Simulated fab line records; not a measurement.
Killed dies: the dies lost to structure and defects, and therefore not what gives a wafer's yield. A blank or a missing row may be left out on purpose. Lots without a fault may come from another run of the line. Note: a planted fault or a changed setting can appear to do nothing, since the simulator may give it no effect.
What tool caused it? + flow sky130 + route of 708 steps, sampled at 1 step: 12 lots, 36 wafers

## WHAT EACH GAUGE READ, for each wafer
SKY_FIELD_ISO_THK_MEAS_04.
| lot  | measured    | on            | FIELD_ISO_CVD_03_THK (nm) |
|------|-------------|---------------|---------------------------|
| L075 | day 1 19:21 | film_metro-01 | 163.4 163.6 163.8         |
| L077 | day 2 05:40 | film_metro-02 | 164.1 164.7 165.0         |
| L079 | day 2 14:29 | film_metro-01 | 165.4 164.9 166.1         |
| L081 | day 3 00:31 | film_metro-02 | 165.1 164.9 165.8         |
| L083 | day 3 11:19 | film_metro-04 | 167.7 167.5 167.2         |
| L085 | day 3 23:41 | film_metro-02 | 167.3 164.6 166.6         |
| L087 | day 4 06:29 | film_metro-04 | 165.4 165.2 163.9         |
| L089 | day 4 18:29 | film_metro-04 | 163.4 166.4 165.9         |
| L091 | day 5 03:48 | film_metro-01 | 165.1 166.4 166.4         |
| L093 | day 5 13:23 | film_metro-04 | 168.3 169.1 169.0         |
| L095 | day 5 22:29 | film_metro-02 | 165.3 166.2 166.8         |
| L097 | day 6 08:31 | film_metro-01 | 167.2 166.4 168.0         |

## TOOL THAT RAN EACH LOT (tool first, then ch and the chambers of the sampled wafers, then the start)
The record shows no process step preceding these readings.

## THE ANSWER, worked out from the rows above alone
Rule: the lots themselves supply what counts as usual. The widest of any qualifying gaps counts: lots, ordered by their means at a reading, are off when they make up no more than a third of the lots, leave a main group of 4 or more, and stand apart from it by 3 or more times the standard deviation of that group's means. A main group whose means are all the same, to the digits that the tables above print for the reading, isn't used. Also off: a lot with no number at a reading for which 4 or more lots have one. All remaining lots with rows at the step are treated as sound.
No lot is off at any reading shown: from this, nothing can be told.

## WHAT WAS PUT IN BY THE SIMULATOR
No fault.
